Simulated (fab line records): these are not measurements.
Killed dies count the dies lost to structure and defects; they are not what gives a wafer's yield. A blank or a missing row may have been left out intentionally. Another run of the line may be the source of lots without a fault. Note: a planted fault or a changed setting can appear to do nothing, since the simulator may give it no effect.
Problem report, 8D (eight disciplines) form, completed by code -- flow sky130 -- the parts of the form that need people (team, actions taken, sign-off) are left out

## 1. PROBLEM STATEMENT
cd nm at SKY_SD_P_CD_MEAS_07 reads a mean of 433.1 nm on 2 wafers of 2 lots; wafers without a fault read 380.4 nm with a standard deviation of 2.7. That puts it +20 standard deviations away from the usual mean.
The step: target cd 380 nm.
First observed at day 30 11:34: wafer L855.4, on cd sem-01. At this step, 33 wafers from 11 lots have a number in the record. The rule behind "out" and "out of limits": a value lying over 4 standard deviations away from the usual mean. All remaining wafers that have a number are taken as sound.

## 2. WHAT IT IS, WHAT IT ISN'T
question,is,is not
which readings at this step,cd nm,-
which lots,"L855, L857","L841, L843, L845, L846, L847, L848, L851, L860, L863"
which wafers of those lots,"L855.4, L857.4","L855.1, L855.3, L857.1, L857.2"
read on which gauges,"cd sem-01, cd sem-02",-
when,from day 30 11:34,"up to then (23 sound wafers); but 8 sound wafers of L857, L860, L863 came after"

## 3. WHAT RULES OUT EACH SUSPECT
Counting: a tool at a process step up to the reading stays a suspect if it ran every lot that is out. Sound lots after the first of them don't rule it out here, since some wafers of a struck lot are sound.
- the gauge at SKY_SD_P_CD_MEAS_07 has been ruled out. The wafers that are out were read on 2 gauges (cd sem-01, cd sem-02).
- litho track-04 at SKY_SD_P_COAT_02 (resist thk 1140 nm): kept. It ran every lot that is out, first L855 (day 29 21:01); its last sound lot up to then is L846 (day 26 22:57).
After counting, what remains is litho track-04 at SKY_SD_P_COAT_02.

## 4. THE CAUSE (what the simulator had put in)
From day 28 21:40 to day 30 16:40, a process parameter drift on litho track-04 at SKY_SD_P_COAT_02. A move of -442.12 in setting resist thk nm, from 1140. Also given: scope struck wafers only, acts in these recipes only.
This tool alone remained once counting was done.

## 5. THE EFFECT CHAIN, in route order
Rows list readings where the struck wafers' mean (over those with a number) sits beyond 3 standard deviations from the usual. Readings are gone through only where the record gives a usual standard deviation; hours: the median, over the lots, of the time from a lot's start at the first step in this table giving one to that lot's start at this step; sigmas: the change measured in usual standard deviations.
hours,step,reading,usual,on struck wafers,change,sigmas
0,SKY_SD_P_CD_MEAS_07,cd nm,380.4 nm,433.1,+52.8,+20
0,SKY_SD_P_STRIP_10,oes product au,0.617 a.u.,0.571,-0.046,-11
0,SKY_SD_P_STRIP_10,strip time to endpoint s,17.51 s,12.44,-5.07,-99 or more
Here are the process steps it includes:
- SKY_SD_P_STRIP_10: strips in O2/N2.

## 6. WHAT WOULD HAVE CAUGHT IT SOONER
38 hours passed between the start of the fault at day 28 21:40 and the first reading out of limits at a measuring or inspecting step in this record, taken at day 30 11:34.
All the lots that are out (2) had begun SKY_SD_P_COAT_02 on litho track-04 by day 30 11:34. Tool hold at that time: it would have spared none of them.
